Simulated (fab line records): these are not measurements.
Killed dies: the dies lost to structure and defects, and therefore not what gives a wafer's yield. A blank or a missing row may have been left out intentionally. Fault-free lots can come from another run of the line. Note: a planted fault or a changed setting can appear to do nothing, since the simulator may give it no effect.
Chamber matching + flow gf180mcu + GF_CONTACT_CMP_27 on cmp-02 has 4 sister chambers
The step polishes, stops on SiO2, t overpolish 15 s, target thk 0 nm. 22 wafers are shown with their chamber, then 11 later ones without.

EACH WAFER AND ITS CHAMBER
| wafer  | chamber | motor current A (A) | time to endpoint s (s) | slurry flow ml min |
|--------|---------|---------------------|------------------------|--------------------|
| L075.1 | 2       | 10.0                | 75                     | 150.4              |
| L075.2 | 3       | 9.6                 | 70                     | 149.7              |
| L075.3 | 1       | 13.7                | 72                     | 149.6              |
| L076.2 | 3       | 9.2                 | 67                     | 150.9              |
| L076.5 | 2       | 9.6                 | 73                     | 149.7              |
| L076.6 | 1       | 13.9                | 71                     | 150.4              |
| L077.1 | 0       | 14.9                | 73                     | 149.9              |
| L077.4 | 3       | 9.4                 | 71                     | 150.3              |
| L077.6 | 3       | 10.1                | 71                     | 150.4              |
| L079.3 | 1       | 13.1                | 76                     | 149.4              |
| L079.4 | 3       | 9.5                 | 67                     | 149.8              |
| L079.5 | 2       | 10.2                | 78                     | 150.6              |
| L082.1 | 2       | 10.1                | 73                     | 150.7              |
| L082.4 | 0       | 14.8                | 71                     | 150.2              |
| L082.6 | 2       | 10.3                | 78                     | 149.7              |
| L083.4 | 2       | 10.5                | 77                     | 149.9              |
| L083.5 | 1       | 14.0                | 78                     | 150.0              |
| L083.6 | 2       | 10.8                | 82                     | 150.5              |
| L086.1 | 0       | 14.3                | 69                     | 149.1              |
| L086.4 | 1       | 13.1                | 77                     | 150.0              |
| L086.5 | 1       | 13.6                | 73                     | 149.9              |
| L088.4 | 1       | 13.6                | 81                     | 149.4              |

SIGNATURES (means of the wafers above)
| reading            | chamber 0 | chamber 1 | chamber 2 | chamber 3 | scatter within a chamber |
|--------------------|-----------|-----------|-----------|-----------|--------------------------|
| motor current A    | 14.667    | 13.571    | 10.214    | 9.560     | 0.356                    |
| time to endpoint s | 71.00     | 75.43     | 76.57     | 69.20     | 3.02                     |
| slurry flow ml min | 149.733   | 149.814   | 150.214   | 150.220   | 0.443                    |
Rule: a wafer's distance from a chamber is the root of the sum, over the readings, of the square of ((its reading less the chamber's mean) divided by the reading's scatter). If the next closest chamber is less than 2 further off than the closest, the wafer can't be placed; otherwise it belongs to the closest. The scatter: the root of (the sum of the squares of (reading less its chamber's mean) over the shown wafers, divided by (wafers less chambers)).

WAFERS WITH NO CHAMBER GIVEN
| wafer  | motor current A (A) | time to endpoint s (s) | slurry flow ml min |
|--------|---------------------|------------------------|--------------------|
| L088.5 | 13.5                | 84                     | 150.2              |
| L088.6 | 14.3                | 73                     | 149.9              |
| L091.1 | 10.3                | 79                     | 150.0              |
| L091.2 | 14.9                | 69                     | 149.3              |
| L091.6 | 10.3                | 74                     | 150.1              |
| L093.4 | 10.2                | 77                     | 149.7              |
| L093.5 | 9.4                 | 67                     | 150.1              |
| L093.6 | 9.9                 | 75                     | 149.5              |
| L095.1 | 12.9                | 75                     | 150.2              |
| L095.2 | 14.7                | 70                     | 149.6              |
| L095.3 | 9.2                 | 68                     | 150.7              |

WHICH CHAMBER EACH WENT THROUGH
| wafer  | from the rows above     | in truth |
|--------|-------------------------|----------|
| L088.5 | 1                       | 1        |
| L088.6 | can't be placed: 0 or 1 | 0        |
| L091.1 | 2                       | 2        |
| L091.2 | 0                       | 0        |
| L091.6 | can't be placed: 2 or 3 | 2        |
| L093.4 | 2                       | 2        |
| L093.5 | 3                       | 3        |
| L093.6 | can't be placed: 2 or 3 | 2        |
| L095.1 | 1                       | 1        |
| L095.2 | 0                       | 0        |
| L095.3 | 3                       | 3        |
Correctly placed: 8 of 11. Unplaceable from these rows: 3, with the true chamber sitting among the candidates in 3. Placed wrongly: 0.
